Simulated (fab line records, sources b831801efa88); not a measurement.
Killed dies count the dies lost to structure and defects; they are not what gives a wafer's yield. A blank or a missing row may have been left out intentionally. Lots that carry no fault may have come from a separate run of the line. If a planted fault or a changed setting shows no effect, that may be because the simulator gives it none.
fab line records	flow sky130
[record] lots = 11	wafers = 31	last-day = 49
route steps=708 shown SD_N@354 LI_CONTACT@364 CONTACT@410 PAD_OPEN@708
lots that met no fault: taken from a fault-free run of the same line
start-h: hours from the record's first day to the start of the lot's first wafer shown	wait-h: time in hours since the lot's previous step	" unchanged from the row above	L1.1+2: several wafers, shown together as one row	- either no value or no given start	* or withheld: withheld	< > ~ a bound
route shown NAME@n: a module of which the file shows steps, and the number in the route of the first	usual: mean and standard deviation over wafers with no fault	same: alike in all rows	chamber/n: place in a boat	sites: each site's reading	_std_site: standard deviation across them	_edge_site: inner sites' mean taken away from outer sites' mean	radius-mm: for every site, how far away it sits from the centre of the wafer	mask NAME#n: copy n	behind: the tool/chamber that last shaped the wafer	hold: cause of the lot's hold/its duration in hours/its outcome	device: whichever transistor did not switch (one of n, p or np)	end of line: the route-end tests of the same wafers	where a step has no rows: the recipe by itself	killed: the dies lost at the first sort to structure and to defects; this is not the yield of the wafer	map: the dies of a wafer, with x for killed, . for not killed, _ for no die there
set.NAME: the setting the step ran with; set.NAME@STEP: the setting that earlier step ran with	model.NAME: the simulator's own value behind a step, which no gauge read
a sample of lots followed through the steps of the route, with each step as a table and each wafer as a row
services: when a tool's chamber went out of use (start-h, in hours from the record's first day, below 0 if earlier), for how many hours, and the reason
[[steps]]
[step SKY_SD_N_TW_MEAS_12]
[usual] SD_N_TW = 3987/34
lot.wafer	tool	chamber	start-h	wait-h	SD_N_TW
L562.3	film-metro-03	-	673.05	0.1	3941
L562.5	"	-	"	"	3975
L562.6	"	-	"	"	3970
L563.1	film-metro-03	-	678.88	0.1	3980
L563.2	"	-	"	"	3986
L563.4	"	-	"	"	3955
L564.2	film-metro-02	-	681.79	0.1	4005
L564.5	"	-	"	"	3991
L564.6	"	-	"	"	3998
L565.4	film-metro-03	-	693.21	0.1	3975
L565.5	"	-	"	"	3982
L565.6	"	-	"	"	3994
L567.2	film-metro-01	-	709.98	0.1	4045
L567.5	"	-	"	"	4013
L567.6	"	-	"	"	4054
L568.2	film-metro-03	-	715.89	0.1	3961
L568.3	"	-	"	"	3963
L568.4	"	-	"	"	3965
L569.1	film-metro-02	-	716.07	0.1	3985
L569.4	"	-	"	"	3996
L569.5	"	-	"	"	3987
L570.4	film-metro-02	-	721.05	0.1	3955
L570.5	"	-	"	"	3972
L570.6	"	-	"	"	3958
L571.2	film-metro-03	-	753.29	0.1	3957
L571.3	"	-	"	"	3957
L571.5	"	-	"	"	3938
L576.1	film-metro-03	-	770.58	0.1	3967
L576.6	"	-	"	"	3940
L577.1	film-metro-02	-	776.98	0.1	3993
L577.3	"	-	"	"	3984
[step SKY_LI_CONTACT_CMP_02]
[recipe] material = PSG	down-force-psi = 4	platen-rpm = 60	pad-velocity-m-s = 0.94248
[usual] motor-current-A = 11.9/1.1	slurry-flow-ml-min = 150.0/0.5	time-to-endpoint-s = 34.2/3
lot.wafer	tool	chamber	start-h	wait-h	motor-current-A	slurry-flow-ml-min	time-to-endpoint-s
L562.3	cmp-02	0	673.96	0.1	12.5	150.2	36.4
L562.6	"	2	"	"	9.8	148.5	30.5
L562.5	"	3	"	"	11.2	150.4	31.4
L563.2	cmp-01	2	679.71	0.0	11.2	150.0	37.5
L563.4	"	3	"	"	11.9	150.4	36.3
L563.1	"	0	"	"	11.4	149.6	36.7
L564.2	cmp-01	2	682.76	0.2	11.9	150.6	30.5
L564.6	"	3	"	"	12.2	150.8	32.8
L564.5	"	0	"	"	12.0	149.6	38.2
L565.4	cmp-01	2	694.11	0.1	11.6	150.0	37.1
L565.6	"	0	"	"	12.0	150.2	34.5
L565.5	"	1	"	"	11.1	150.1	34.0
L567.2	cmp-01	1	710.91	0.1	11.9	150.3	32.6
L567.6	"	3	"	"	12.6	149.7	30.1
L567.5	"	0	"	"	12.1	150.4	34.7
L568.3	cmp-01	3	716.72	0.0	12.6	151.1	31.9
L568.4	"	1	"	"	11.0	149.5	32.8
L568.2	"	2	"	"	11.3	150.4	35.3
L569.1	cmp-02	2	716.95	0.1	10.0	149.5	31.1
L569.4	"	3	"	"	11.7	150.0	35.2
L569.5	"	1	"	"	13.9	150.8	37.2
L570.4	cmp-01	0	721.90	0.1	12.0	150.5	35.3
L570.6	"	0	"	"	11.8	150.6	35.3
L570.5	"	1	"	"	11.7	150.6	33.6
L571.3	cmp-02	1	754.16	0.1	14.4	150.4	37.7
L571.2	"	3	"	"	11.7	150.0	32.0
L571.5	"	0	"	"	12.6	149.9	35.3
L576.1	cmp-01	0	771.46	0.1	11.3	150.2	31.8
L576.6	"	3	"	"	11.9	151.0	32.2
L577.1	cmp-02	3	777.86	0.1	12.0	150.0	35.1
L577.3	"	0	"	"	12.6	149.7	35.6
[step SKY_CONTACT_CMP_04]
[recipe] material = SiO2	down-force-psi = 4	platen-rpm = 60	pad-velocity-m-s = 0.94248
[usual] motor-current-A = 11.9/1.3	slurry-flow-ml-min = 150.0/0.47	time-to-endpoint-s = 84/5.5
lot.wafer	tool	chamber	start-h	wait-h	motor-current-A	slurry-flow-ml-min	time-to-endpoint-s
L562.3	cmp-02	1	733.87	0.1	14.4	150.0	89
L562.5	"	0	"	"	13.5	150.6	90
L562.6	"	1	"	"	13.8	150.6	89
L563.4	cmp-01	0	738.57	0.0	11.5	150.0	79
L563.1	"	1	"	"	11.4	149.5	80
L563.2	"	3	"	"	12.5	149.6	79
L564.2	cmp-02	1	741.62	0.0	13.6	151.0	94
L564.5	"	1	"	"	13.4	149.8	87
L564.6	"	2	"	"	9.2	150.2	82
L565.4	cmp-02	2	752.93	0.2	9.3	150.3	79
L565.6	"	3	"	"	11.1	149.9	86
L565.5	"	0	"	"	13.0	150.3	89
L567.2	cmp-01	0	767.86	0.1	11.4	149.6	81
L567.6	"	2	"	"	11.5	150.1	81
L567.5	"	3	"	"	12.7	151.0	78
L568.4	cmp-01	2	773.72	0.0	10.9	150.7	84
L568.3	"	3	"	"	12.3	150.0	83
L568.2	"	1	"	"	11.6	150.0	78
L569.4	cmp-01	0	774.64	0.0	12.1	150.1	83
L569.1	"	1	"	"	11.6	150.1	78
L569.5	"	1	"	"	11.1	150.4	77
L570.4	cmp-02	0	779.05	0.1	13.0	149.3	86
L570.5	"	3	"	"	11.7	150.2	78
L570.6	"	0	"	"	12.5	149.1	87
L571.2	cmp-01	2	810.77	0.1	11.5	150.9	80
L571.3	"	3	"	"	12.7	149.5	81
L571.5	"	1	"	"	11.4	149.7	81
L576.1	cmp-02	2	828.35	0.1	9.7	150.4	109
L576.6	"	2	"	"	9.7	149.7	86
L577.3	cmp-02	0	834.16	0.1	13.4	149.6	109
L577.1	"	1	"	"	13.4	149.4	106
[step SKY_CONTACT_BOW_MEAS_05]
[recipe] mode = bow
[usual] CONTACT_BOW = 80/6.9
lot.wafer	tool	chamber	start-h	wait-h	hold	CONTACT_BOW[um]
L562.3	film-metro-04	-	734.16	0.2	-	74
L562.5	"	-	"	"	-	73
L562.6	"	-	"	"	-	75
L563.1	film-metro-04	-	738.87	0.2	-	81
L563.2	"	-	"	"	-	85
L563.4	"	-	"	"	-	80
L564.2	film-metro-02	-	741.94	0.3	-	73
L564.5	"	-	"	"	-	72
L564.6	"	-	"	"	-	80
L565.4	film-metro-01	-	753.14	0.2	-	85
L565.5	"	-	"	"	-	78
L565.6	"	-	"	"	-	90
L567.2	film-metro-02	-	768.08	0.2	-	79
L567.5	"	-	"	"	-	81
L567.6	"	-	"	"	-	94
L568.2	film-metro-02	-	774.04	0.1	-	80
L568.3	"	-	"	"	-	77
L568.4	"	-	"	"	-	76
L569.1	film-metro-02	-	774.94	0.2	-	85
L569.4	"	-	"	"	-	79
L569.5	"	-	"	"	-	85
L570.4	film-metro-01	-	779.36	0.3	-	92
L570.5	"	-	"	"	-	81
L570.6	"	-	"	"	-	81
L571.2	film-metro-02	-	811.04	0.2	-	78
L571.3	"	-	"	"	-	72
L571.5	"	-	"	"	-	74
L576.1	film-metro-01	-	828.60	0.2	await-dispo/0.2h/release	76
L576.6	"	-	"	"	await-dispo/0.2h/release	80
L576.1	film-metro-01	-	828.89	0.3	-	-
L576.6	"	-	"	"	-	-
L577.1	film-metro-02	-	834.36	0.1	await-dispo/0.2h/release	89
L577.3	"	-	"	"	await-dispo/0.2h/release	92
L577.1	film-metro-02	-	834.64	0.3	-	-
L577.3	"	-	"	"	-	-
[step SKY_CONTACT_ETCH_16]
[recipe] chemistry = N2/H2	target = BARC	ion-energy-ev = 200	source-w = 500	bias-w = 100	pressure-mtorr = 30	n2-flow-sccm = 100	h2-flow-sccm = 200	stop-on = SiO2	time-s = 45.9	target-depth-a = 600
[usual] chamber-pressure-mTorr = 30.000/0.025	drypump-motor-current-A = 6.0/0.36	n2-flow-sccm = 100.02/0.28	oes-product-au = 0.854/0.0047	rf-fwd-power-W = 495.4/2.1	throttle-valve-pct = 13.226/0.0082
lot.wafer	tool	chamber	start-h	wait-h	chamber-pressure-mTorr	drypump-motor-current-A	n2-flow-sccm	oes-product-au	rf-fwd-power-W	rf-hours-counter-h	throttle-valve-pct
L562.3	rie-diel-01	2	761.67	0.0	30.003	6.6	100.80	0.857	495.7	22	13.234
L562.5	"	3	"	"	29.969	5.8	99.69	0.849	496.0	-	13.224
L562.6	"	0	"	"	29.968	6.0	99.59	0.844	495.6	-	13.221
L563.1	rie-diel-04	2	766.08	0.0	30.010	5.6	99.95	0.849	494.4	11	13.233
L563.2	"	1	"	"	29.969	6.0	99.93	0.851	497.7	17	13.243
L563.4	"	3	"	"	30.009	5.9	99.99	0.845	493.5	14	13.228
L564.2	rie-diel-03	2	769.28	0.0	29.988	5.8	99.88	0.857	491.1	7	13.235
L564.5	"	1	"	"	30.020	6.0	99.95	0.851	494.2	-	13.220
L564.6	"	2	"	"	30.006	5.8	100.22	0.862	491.1	-	13.227
L565.4	rie-diel-01	2	779.90	0.0	29.994	6.5	99.72	0.853	495.7	22	13.241
L565.5	"	1	"	"	29.975	6.6	100.26	0.859	494.6	-	13.230
L565.6	"	2	"	"	30.014	6.5	99.34	0.858	496.7	-	13.219
L567.2	rie-diel-01	0	795.10	0.0	29.992	6.1	100.15	0.853	495.7	13	13.231
L567.5	"	1	"	"	30.024	6.6	100.70	0.853	497.8	-	13.224
L567.6	"	2	"	"	29.974	6.5	99.83	0.858	492.4	-	13.225
L568.2	rie-diel-01	3	800.90	0.0	29.992	5.8	100.18	0.851	494.7	11	13.212
L568.3	"	2	"	"	29.993	6.5	99.91	0.852	493.4	23	13.233
L568.4	"	1	"	"	29.979	6.6	99.54	0.853	494.0	9	13.230
L569.1	rie-diel-04	2	801.68	0.0	30.029	5.6	99.77	0.850	495.0	12	13.228
L569.4	"	0	"	"	29.966	6.6	99.41	0.854	493.0	17	13.222
L569.5	"	2	"	"	29.998	5.5	99.68	0.854	496.5	-	13.233
L570.4	rie-diel-01	1	806.85	0.0	30.008	6.6	99.79	0.859	499.4	9	13.219
L570.5	"	2	"	"	30.002	6.5	100.52	0.853	494.3	-	13.230
L570.6	"	3	"	"	30.029	5.8	100.14	0.851	498.8	-	13.222
L571.2	rie-diel-04	2	837.55	0.0	29.999	5.6	99.68	0.850	497.5	13	13.232
L571.3	"	1	"	"	29.995	6.0	99.56	0.850	494.9	19	13.222
L571.5	"	0	"	"	30.006	6.6	99.94	0.858	494.6	-	13.215
L576.1	rie-diel-03	1	859.94	0.0	30.007	6.0	99.79	0.857	496.5	14	13.233
L576.6	"	3	"	"	29.972	6.3	100.28	0.855	496.1	-	13.209
L577.1	rie-diel-03	3	861.68	0.0	30.003	6.3	100.43	0.859	497.3	7	13.226
L577.3	"	1	"	"	29.998	6.0	100.05	0.859	498.2	14	13.232
[step SKY_CONTACT_ETCH_17]
[recipe] target = SiO2	chemistry = C4F8/O2/Ar	stop-on = Si3N4	mask-material = KrF-thick	source-w = 1500	bias-w = 1200	pressure-mtorr = 40	c4f8-flow-sccm = withheld	O2_flow_sccm = 6	Ar_flow_sccm = 300	time-s = withheld	target-depth-a = 3400
[usual] chamber-pressure-mTorr = 40.00/0.036	oes-product-au = 0.891/0.0053	rf-fwd-power-W = 1489/5
lot.wafer	tool	chamber	start-h	wait-h	chamber-pressure-mTorr	oes-product-au	rf-fwd-power-W
L562.3	rie-diel-01	2	761.71	0.0	40.02	0.895	1492
L562.5	"	3	"	"	40.05	0.887	1495
L562.6	"	0	"	"	39.95	0.891	1490
L563.1	rie-diel-04	2	766.13	0.0	40.04	0.889	1491
L563.2	"	1	"	"	39.99	0.883	1487
L563.4	"	3	"	"	40.00	0.895	1483
L564.2	rie-diel-03	2	769.33	0.0	40.01	0.899	1477
L564.5	"	1	"	"	40.00	0.894	1485
L564.6	"	2	"	"	40.04	0.898	1484
L565.4	rie-diel-01	2	779.95	0.0	39.98	0.893	1486
L565.5	"	1	"	"	40.01	0.895	1496
L565.6	"	2	"	"	40.05	0.898	1479
L567.2	rie-diel-01	0	795.15	0.0	40.04	0.890	1487
L567.5	"	1	"	"	40.02	0.890	1492
L567.6	"	2	"	"	39.97	0.898	1485
L568.2	rie-diel-01	3	800.95	0.0	40.02	0.886	1485
L568.3	"	2	"	"	40.01	0.901	1491
L568.4	"	1	"	"	39.93	0.898	1489
L569.1	rie-diel-04	2	801.73	0.0	40.04	0.887	1486
L569.4	"	0	"	"	39.94	0.891	1485
L569.5	"	2	"	"	39.94	0.889	1492
L570.4	rie-diel-01	1	806.90	0.0	40.03	0.893	1494
L570.5	"	2	"	"	39.96	0.893	1484
L570.6	"	3	"	"	40.05	0.892	1494
L571.2	rie-diel-04	2	837.60	0.0	40.01	0.887	1494
L571.3	"	1	"	"	39.97	0.886	1493
L571.5	"	0	"	"	40.05	0.889	1482
L576.1	rie-diel-03	1	859.99	0.0	39.96	0.986	1492
L576.6	"	3	"	"	40.01	0.881	1496
L577.1	rie-diel-03	3	861.73	0.0	40.01	0.980	1491
L577.3	"	1	"	"	39.99	0.986	1484
[step SKY_PAD_OPEN_PROBE_99]
[usual] killed_at_M0_to_M3 = 43/6.8	killed_at_M4_up = 3.0/1.6	killed-at-contacts = 25/6	killed-at-front-end = 15/4.4	killed-at-other = 0.3/0.52	killed-dies = 86/9.6	killed-on-rim = 17/3.5	killed-open = 47/6.7	killed-short = 39/6.8
[same] gross-dies = 492	killed-at-back-side = 0
lot.wafer	tool	chamber	start-h	wait-h	hold	killed_at_M0_to_M3	killed_at_M4_up	killed-at-contacts	killed-at-front-end	killed-at-other	killed-dies	killed-on-rim	killed-open	killed-short
L562.3	prober-01	-	1096.75	0.2	-	37	2	31	13	1	84	13	44	39
L562.5	prober-01	-	1096.85	0.2	-	42	4	27	11	0	84	20	48	36
L562.6	prober-01	-	1096.90	0.2	-	44	5	23	17	0	89	14	46	41
L563.1	prober-02	-	1097.91	0.1	-	47	2	23	17	0	89	21	48	41
L563.2	prober-02	-	1097.96	0.1	-	45	3	15	16	0	79	13	45	33
L563.4	prober-02	-	1098.06	0.2	-	29	4	16	15	0	64	9	29	35
L564.2	prober-01	-	1102.18	0.1	-	42	3	16	15	0	76	18	41	35
L564.5	prober-01	-	1102.33	0.2	-	41	1	10	17	0	69	12	30	39
L564.6	prober-01	-	1102.38	0.2	-	44	3	39	17	0	103	20	54	49
L565.4	prober-02	-	1109.15	0.2	-	53	2	30	23	0	108	20	47	61
L565.5	prober-02	-	1109.20	0.2	-	37	1	32	18	1	89	16	42	47
L565.6	prober-02	-	1109.25	0.2	-	51	2	20	27	0	100	22	53	47
L567.2	prober-01	-	1121.11	0.1	-	43	6	24	17	1	91	18	46	45
L567.5	prober-01	-	1121.26	0.2	-	45	4	14	12	0	75	12	37	38
L567.6	prober-01	-	1121.31	0.2	-	60	0	23	9	0	92	19	38	54
L568.2	prober-01	-	1127.79	0.1	-	39	2	17	9	0	67	12	42	25
L568.3	prober-01	-	1127.84	0.2	-	43	4	26	14	0	87	12	55	32
L568.4	prober-01	-	1127.89	0.2	-	29	2	31	18	0	80	15	39	40
L569.1	prober-02	-	1128.31	0.1	-	36	7	27	8	0	78	12	48	30
L569.4	prober-02	-	1128.46	0.2	-	49	4	21	11	0	85	16	36	48
L569.5	prober-02	-	1128.51	0.2	-	58	2	21	13	0	94	12	54	40
L570.4	prober-01	-	1130.14	0.2	-	49	3	21	13	0	86	15	39	47
L570.5	prober-01	-	1130.19	0.2	-	43	3	23	16	0	85	14	42	43
L570.6	prober-01	-	1130.24	0.2	-	37	4	24	11	0	76	11	47	29
L571.2	prober-02	-	1154.40	0.1	-	35	2	20	17	0	74	20	43	31
L571.3	prober-02	-	1154.45	0.2	-	46	2	19	13	0	80	18	45	35
L571.5	prober-02	-	1154.55	0.2	-	40	6	25	20	0	91	20	51	40
L576.1	prober-01	-	1165.20	0.1	await-dispo/4.5h/release	38	3	182	13	1	237	55	40	36
L576.6	prober-01	-	1165.45	0.2	await-dispo/4.5h/release	44	4	24	14	1	87	22	46	40
L577.1	prober-02	-	1170.53	0.1	await-dispo/6.0h/release	45	1	242	9	0	297	33	47	37
L577.3	prober-02	-	1170.63	0.2	await-dispo/6.0h/release	43	5	199	7	0	254	76	46	39
// killed by level:class
L562.3 CONTACT:geometric-particle:open=10 VIA1:geometric-particle:open=9 LI_CONTACT:geometric-particle:open=7 LOCAL_INTERCONNECT:geometric-particle:short=6 VIA3:geometric-particle:open=5 POLY_GATE:geometric-particle:short=4 VIA1:geometric-particle:short=4 METAL1:geometric-particle:short=4
L562.5 CONTACT:geometric-particle:open=11 VIA1:geometric-particle:open=8 LI_CONTACT:geometric-particle:open=7 METAL2:geometric-particle:short=6 VIA3:geometric-particle:open=6 VIA3:geometric-particle:short=5 VIA1:geometric-particle:short=5 VIA2:geometric-particle:open=5
L562.6 CONTACT:geometric-particle:open=10 METAL2:geometric-particle:short=9 VIA1:geometric-particle:open=8 VIA3:geometric-particle:open=7 VIA1:geometric-particle:short=6 VIA2:geometric-particle:open=6 FIELD_ISO:geometric-particle:open=5 LI_CONTACT:geometric-particle:open=4
L563.1 LI_CONTACT:geometric-particle:open=7 VIA1:geometric-particle:open=7 VIA3:geometric-particle:open=7 VIA2:geometric-particle:open=6 VIA1:geometric-particle:short=6 METAL2:geometric-particle:short=6 POLY_GATE:geometric-particle:open=5 LOCAL_INTERCONNECT:geometric-particle:short=5
L563.2 VIA1:geometric-particle:open=11 CONTACT:geometric-particle:open=8 METAL2:geometric-particle:short=7 VIA3:geometric-particle:open=6 VIA2:geometric-particle:open=5 FIELD_ISO:geometric-particle:open=4 POLY_GATE:geometric-particle:short=4 POLY_GATE:geometric-particle:open=4
L563.4 VIA1:geometric-particle:open=6 CONTACT:geometric-particle:open=6 METAL2:geometric-particle:short=5 POLY_GATE:geometric-particle:short=4 LOCAL_INTERCONNECT:geometric-particle:short=4 METAL1:geometric-particle:short=4 VIA2:geometric-particle:open=4 FIELD_ISO:geometric-particle:short=3
L564.2 VIA1:geometric-particle:open=10 LI_CONTACT:geometric-particle:open=7 VIA3:geometric-particle:open=6 FIELD_ISO:geometric-particle:short=5 VIA2:geometric-particle:open=5 METAL2:geometric-particle:short=5 CONTACT:geometric-particle:open=4 METAL3:geometric-particle:short=4
L564.5 METAL1:geometric-particle:short=8 FIELD_ISO:geometric-particle:short=7 VIA3:geometric-particle:short=7 FIELD_ISO:geometric-particle:open=6 VIA3:geometric-particle:open=6 VIA1:geometric-particle:open=5 CONTACT:geometric-particle:open=4 VIA1:geometric-particle:short=4
L564.6 CONTACT:geometric-particle:open=14 LI_CONTACT:geometric-particle:open=9 VIA2:geometric-particle:open=8 LOCAL_INTERCONNECT:geometric-particle:short=7 VIA1:geometric-particle:open=7 CONTACT:geometric-particle:short=6 VIA3:geometric-particle:open=6 METAL1:geometric-particle:short=6
L565.4 VIA1:geometric-particle:open=13 LOCAL_INTERCONNECT:geometric-particle:short=9 METAL1:geometric-particle:short=8 CONTACT:geometric-particle:open=7 VIA3:geometric-particle:open=7 CONTACT:geometric-particle:short=6 FIELD_ISO:geometric-particle:short=6 POLY_GATE:geometric-particle:short=5
L565.5 CONTACT:geometric-particle:open=11 VIA3:geometric-particle:open=9 POLY_GATE:geometric-particle:short=8 METAL2:geometric-particle:short=8 CONTACT:geometric-particle:short=7 LI_CONTACT:geometric-particle:open=6 VIA1:geometric-particle:open=5 POLY_CUT:geometric-particle:short=4
L565.6 VIA1:geometric-particle:open=14 VIA2:geometric-particle:open=9 POLY_GATE:geometric-particle:open=8 METAL1:geometric-particle:short=8 CONTACT:geometric-particle:open=7 POLY_GATE:geometric-particle:short=6 LOCAL_INTERCONNECT:geometric-particle:short=6 VIA3:geometric-particle:open=5
L567.2 VIA3:geometric-particle:open=10 VIA1:geometric-particle:short=8 CONTACT:geometric-particle:open=8 FIELD_ISO:geometric-particle:short=7 METAL2:geometric-particle:short=6 VIA2:geometric-particle:open=6 CONTACT:geometric-particle:short=5 LOCAL_INTERCONNECT:geometric-particle:open=5
L567.5 VIA1:geometric-particle:open=9 VIA1:geometric-particle:short=8 VIA2:geometric-particle:open=5 METAL2:geometric-particle:short=5 POLY_GATE:geometric-particle:open=4 LI_CONTACT:geometric-particle:short=4 LI_CONTACT:geometric-particle:open=4 METAL3:geometric-particle:short=4
L567.6 VIA1:geometric-particle:open=11 CONTACT:geometric-particle:short=10 METAL1:geometric-particle:short=8 METAL2:geometric-particle:short=8 VIA3:geometric-particle:short=8 VIA1:geometric-particle:short=7 CONTACT:geometric-particle:open=6 VIA3:geometric-particle:open=6
L568.2 VIA1:geometric-particle:open=9 VIA3:geometric-particle:open=8 LI_CONTACT:geometric-particle:open=7 VIA2:geometric-particle:open=7 CONTACT:geometric-particle:short=5 METAL1:geometric-particle:short=5 CONTACT:geometric-particle:open=4 METAL2:geometric-particle:short=3
L568.3 VIA2:geometric-particle:open=12 CONTACT:geometric-particle:open=10 VIA1:geometric-particle:open=10 METAL2:geometric-particle:short=9 LI_CONTACT:geometric-particle:open=7 FIELD_ISO:geometric-particle:open=6 LI_CONTACT:geometric-particle:short=4 METAL1:geometric-particle:short=4
L568.4 CONTACT:geometric-particle:open=12 POLY_GATE:geometric-particle:short=6 LI_CONTACT:geometric-particle:open=6 METAL1:geometric-particle:short=6 LOCAL_INTERCONNECT:geometric-particle:short=5 CONTACT:geometric-particle:short=5 VIA3:geometric-particle:open=5 POLY_GATE:geometric-particle:open=4
L569.1 LI_CONTACT:geometric-particle:open=9 CONTACT:geometric-particle:open=9 VIA1:geometric-particle:open=8 METAL4:geometric-particle:short=6 POLY_GATE:geometric-particle:open=5 LOCAL_INTERCONNECT:geometric-particle:short=5 VIA3:geometric-particle:open=5 METAL2:geometric-particle:open=4
L569.4 VIA1:geometric-particle:open=9 VIA3:geometric-particle:open=7 VIA2:geometric-particle:short=7 LOCAL_INTERCONNECT:geometric-particle:short=7 VIA1:geometric-particle:short=6 CONTACT:geometric-particle:open=6 FIELD_ISO:geometric-particle:short=5 VIA2:geometric-particle:open=5
L569.5 VIA1:geometric-particle:open=14 VIA1:geometric-particle:short=11 METAL2:geometric-particle:short=9 LI_CONTACT:geometric-particle:open=8 VIA3:geometric-particle:open=8 CONTACT:geometric-particle:open=7 VIA2:geometric-particle:open=7 POLY_GATE:geometric-particle:open=5
L570.4 METAL2:geometric-particle:short=10 VIA1:geometric-particle:open=9 CONTACT:geometric-particle:open=8 CONTACT:geometric-particle:short=5 METAL1:geometric-particle:short=5 FIELD_ISO:geometric-particle:short=4 POLY_GATE:geometric-particle:short=4 LI_CONTACT:geometric-particle:open=4
L570.5 VIA1:geometric-particle:open=11 POLY_GATE:geometric-particle:open=7 CONTACT:geometric-particle:open=7 CONTACT:geometric-particle:short=6 METAL1:geometric-particle:short=6 VIA1:geometric-particle:short=5 METAL2:geometric-particle:short=5 LI_CONTACT:geometric-particle:short=4
L570.6 LI_CONTACT:geometric-particle:open=10 VIA1:geometric-particle:open=9 VIA3:geometric-particle:open=8 POLY_GATE:geometric-particle:open=5 LI_CONTACT:geometric-particle:short=5 CONTACT:geometric-particle:open=5 METAL3:geometric-particle:short=5 METAL4:geometric-particle:short=4
L571.2 FIELD_ISO:geometric-particle:open=7 CONTACT:geometric-particle:open=7 VIA3:geometric-particle:open=7 VIA1:geometric-particle:short=6 VIA1:geometric-particle:open=6 VIA2:geometric-particle:open=6 POLY_GATE:geometric-particle:open=4 LI_CONTACT:geometric-particle:open=4
L571.3 METAL1:geometric-particle:short=10 VIA3:geometric-particle:open=9 VIA2:geometric-particle:open=8 LI_CONTACT:geometric-particle:open=7 CONTACT:geometric-particle:open=7 FIELD_ISO:geometric-particle:short=5 VIA1:geometric-particle:open=5 VIA2:geometric-particle:short=4
L571.5 VIA1:geometric-particle:open=9 CONTACT:geometric-particle:open=8 FIELD_ISO:geometric-particle:open=7 LI_CONTACT:geometric-particle:open=7 VIA3:geometric-particle:open=7 CONTACT:geometric-particle:short=6 METAL2:geometric-particle:short=5 METAL4:geometric-particle:short=5
L576.1 CONTACT:area-cmp=161 CONTACT:geometric-particle:open=9 LI_CONTACT:geometric-particle:open=7 METAL2:geometric-particle:short=7 FIELD_ISO:geometric-particle:open=6 VIA1:geometric-particle:open=6 METAL1:geometric-particle:short=5 VIA1:geometric-particle:short=4
L576.6 CONTACT:geometric-particle:open=9 VIA1:geometric-particle:open=9 FIELD_ISO:geometric-particle:open=7 CONTACT:geometric-particle:short=7 VIA2:geometric-particle:open=7 METAL1:geometric-particle:short=6 LI_CONTACT:geometric-particle:open=4 VIA1:geometric-particle:short=4
L577.1 CONTACT:area-cmp=213 VIA3:geometric-particle:open=11 CONTACT:geometric-particle:open=8 VIA2:geometric-particle:open=8 LI_CONTACT:geometric-particle:open=7 VIA1:geometric-particle:open=7 METAL2:geometric-particle:short=6 LOCAL_INTERCONNECT:geometric-particle:short=5
L577.3 CONTACT:area-cmp=169 LI_CONTACT:geometric-particle:open=12 VIA1:geometric-particle:open=10 CONTACT:geometric-particle:open=7 METAL1:geometric-particle:short=7 VIA2:geometric-particle:open=6 CONTACT:geometric-particle:short=5 VIA3:geometric-particle:open=4
[[services]]
tool	chamber	start-h	hours	kind
rie-diel-03	0	659.65	18.1	repair
rie-diel-01	-	662.94	2.8	pm
rie-diel-01	-	672.02	1.4	repair
rie-diel-01	2	733.81	9.6	repair
cmp-01	-	740.25	1.4	repair
cmp-01	-	744.00	4.0	pm
rie-diel-04	3	747.32	3.8	repair
cmp-01	-	748.00	-	consumable-replace:conditioner
cmp-01	-	748.00	-	consumable-replace:pad
cmp-01	-	762.19	0.5	repair
rie-diel-03	-	768.23	0.1	repair
cmp-02	-	796.69	1.6	repair
rie-diel-03	-	807.88	2.8	pm
rie-diel-01	2	819.21	2.2	repair
cmp-01	-	842.70	25.6	repair
rie-diel-01	3	843.97	12.0	repair
rie-diel-01	-	852.38	14.6	pm
rie-diel-03	2	852.70	1.9	repair
[[key]]
[first-sign] step = SKY_CONTACT_CMP_04	reading = time-to-endpoint-s	direction = up	sigmas = 4.2	usual = *	struck = *
[effect] step = SKY_CONTACT_BOW_MEAS_05	reading = visit	direction = added
[effect] step = SKY_CONTACT_ETCH_17	reading = oes-product-au	direction = up	sigmas = 18	usual = 0.891	struck = 0.984
[effect] step = SKY_PAD_OPEN_PROBE_99	reading = killed-at-contacts	direction = up	sigmas = 31	usual = 25	struck = 208
[more-kills-born-at] SKY_CONTACT_CMP_04@cmp-02 = 543
met-at SKY_CONTACT_CMP_04
struck-lots L576,L577
struck-wafers L576.1,L577.1,L577.3
tester-left-out L576,L577
not-acting-at SKY_SD_N_TW_MEAS_12,SKY_LI_CONTACT_CMP_02,SKY_CONTACT_ETCH_16
onset-between 779.05 828.35
[fault] kind = process-parameter-drift	tool = cmp-02	chamber = -	onset-h = 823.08	steps = SKY_CONTACT_CMP_04	channel = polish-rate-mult	offset = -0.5	shape = step	end-h = 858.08	scope = struck-wafers-only
// tester-left-out: of these lots the tester's yield and bins aren't shown, on N5 and GAA mostly nor the transistor test; their killed dies are dies lost to structure and defects alone, not to doping, threshold or leakage, so they don't give the yield
